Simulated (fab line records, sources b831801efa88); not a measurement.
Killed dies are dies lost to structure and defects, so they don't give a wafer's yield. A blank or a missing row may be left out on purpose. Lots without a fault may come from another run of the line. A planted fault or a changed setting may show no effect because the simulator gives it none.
Which tool did it? | flow sky130 | 10 lots, 30 wafers sampled, at 4 steps of a route of 708

WHAT THE GAUGES READ, wafer by wafer
SKY_PASSIVATION_THK_MEAS_03.
lot  | measured     | on            | PASSIVATION_CVD_02_THK (nm)
L219 | day 45 11:55 | film_metro-01 | 545 539 546
L220 | day 45 15:52 | film_metro-02 | 525 537 539
L222 | day 46 02:17 | film_metro-03 | 533 534 541
L223 | day 46 05:17 | film_metro-01 | 541 537 550
L224 | day 46 10:58 | film_metro-02 | 531 532 538
L229 | day 47 18:32 | film_metro-03 | 531 541 543
L230 | day 48 07:26 | film_metro-03 | 541 577 584 540 577 584
L236 | day 48 21:47 | film_metro-01 | 524 537 536
L237 | day 49 10:56 | film_metro-01 | 532 531 541
L238 | day 49 14:16 | film_metro-02 | 533 537 546

WHICH TOOL RAN EACH LOT (tool, then ch and the chambers of the sampled wafers, then the start)
lot  | SKY_VIA4_SPUTTER_17          | SKY_METAL5_SPUTTER_04        | SKY_PASSIVATION_CVD_02
L219 | pvd_sputter-01, day 44 12:35 | pvd_sputter-04, day 44 13:23 | pecvd-03 ch 0,1,2, day 45 11:46
L220 | pvd_sputter-01, day 44 16:53 | pvd_sputter-04, day 44 17:41 | pecvd-04 ch 0,1,2, day 45 15:38
L222 | pvd_sputter-03, day 45 02:52 | pvd_sputter-02, day 45 03:41 | pecvd-04 ch 0,1, day 46 02:04
L223 | pvd_sputter-01, day 45 05:52 | pvd_sputter-02, day 45 06:46 | pecvd-03 ch 0,2, day 46 05:04
L224 | pvd_sputter-03, day 45 12:22 | pvd_sputter-02, day 45 13:10 | pecvd-03 ch 0,1, day 46 10:44
L229 | pvd_sputter-04, day 46 19:56 | pvd_sputter-02, day 46 20:44 | pecvd-01 ch 1,2, day 47 18:18
L230 | pvd_sputter-04, day 47 09:59 | pvd_sputter-04, day 47 10:47 | pecvd-03 ch 0,1, day 48 07:11
L236 | pvd_sputter-03, day 48 00:11 | pvd_sputter-04, day 48 01:22 | pecvd-04 ch 0,1,2, day 48 21:32
L237 | pvd_sputter-01, day 48 15:14 | pvd_sputter-02, day 48 16:03 | pecvd-01 ch 0,2, day 49 10:43
L238 | pvd_sputter-01, day 48 18:31 | pvd_sputter-04, day 48 19:20 | pecvd-04 ch 1,2, day 49 14:02
- SKY_VIA4_SPUTTER_17: material TiN, target thk 20 nm, time 80 s.
- SKY_METAL5_SPUTTER_04: material TiN, target thk 70 nm, time 58.3 s.
- SKY_PASSIVATION_CVD_02: deposits Si3N4, target thk 540 nm.

WHAT THE TOOLS THEMSELVES READ (means of the sampled wafers that have a number; where no wafer has one, the mark that the record gives instead)
SKY_VIA4_SPUTTER_17.
lot  | tool           | throttle_valve_pct (%)
L219 | pvd_sputter-01 | 31.0
L220 | pvd_sputter-01 | 30.5
L222 | pvd_sputter-03 | 31.5
L223 | pvd_sputter-01 | 30.4
L224 | pvd_sputter-03 | 31.7
L229 | pvd_sputter-04 | 30.1
L230 | pvd_sputter-04 | 30.9
L236 | pvd_sputter-03 | 31.9
L237 | pvd_sputter-01 | 30.6
L238 | pvd_sputter-01 | 31.1

SKY_METAL5_SPUTTER_04.
lot  | tool           | throttle_valve_pct (%)
L219 | pvd_sputter-04 | 30.0
L220 | pvd_sputter-04 | 31.1
L222 | pvd_sputter-02 | 29.5
L223 | pvd_sputter-02 | 29.4
L224 | pvd_sputter-02 | 29.6
L229 | pvd_sputter-02 | 29.7
L230 | pvd_sputter-04 | 28.8
L236 | pvd_sputter-04 | 29.6
L237 | pvd_sputter-02 | 28.7
L238 | pvd_sputter-04 | 31.0

SKY_PASSIVATION_CVD_02.
lot  | tool     | heater_power_w (W) | rf_fwd_power_W (W)
L219 | pecvd-03 | 689                | 449.7
L220 | pecvd-04 | 744                | 449.3
L222 | pecvd-04 | 794                | 449.4
L223 | pecvd-03 | 690                | 448.7
L224 | pecvd-03 | 729                | 449.3
L229 | pecvd-01 | 661                | 450.2
L230 | pecvd-03 | 704                | 449.7
L236 | pecvd-04 | 765                | 449.5
L237 | pecvd-01 | 702                | 448.5
L238 | pecvd-04 | 644                | 448.7

THE ANSWER, worked out from the rows above alone
Rule: what is usual is taken from the lots themselves. Put in order of their means at a reading, lots are off if they are a third of the lots or fewer, leave a main group of 4 or more, and stand apart from it by a gap of 3 or more times the standard deviation of the main group's means; of several such gaps the widest counts. A main group whose means are all the same, to the digits that the tables above print for the reading, isn't used. A lot without any number at a reading at which 4 lots or more have one is off too. The other lots that the step has rows for count as sound. The gauges are gone through in route order, then the tools' own readings, and for those a lot's mean is taken as printed above. The first step at which some lot is off is used, and at that step the reading that is off furthest; a lot without a number counts as furthest.
Off: L230, at SKY_PASSIVATION_THK_MEAS_03 (PASSIVATION_CVD_02_THK). The main group: mean 537 nm, standard deviation 3.8.
A tool fits if, at a process step before that reading, it ran every lot that is off, and no sound lot after the first of them. The gauges at SKY_PASSIVATION_THK_MEAS_03 are tried like those tools. Can't be told from this: 3 tools fit, pvd_sputter-04 at SKY_VIA4_SPUTTER_17, pecvd-03 at SKY_PASSIVATION_CVD_02, film_metro-03 at SKY_PASSIVATION_THK_MEAS_03.

WHAT THE SIMULATOR HAD PUT IN
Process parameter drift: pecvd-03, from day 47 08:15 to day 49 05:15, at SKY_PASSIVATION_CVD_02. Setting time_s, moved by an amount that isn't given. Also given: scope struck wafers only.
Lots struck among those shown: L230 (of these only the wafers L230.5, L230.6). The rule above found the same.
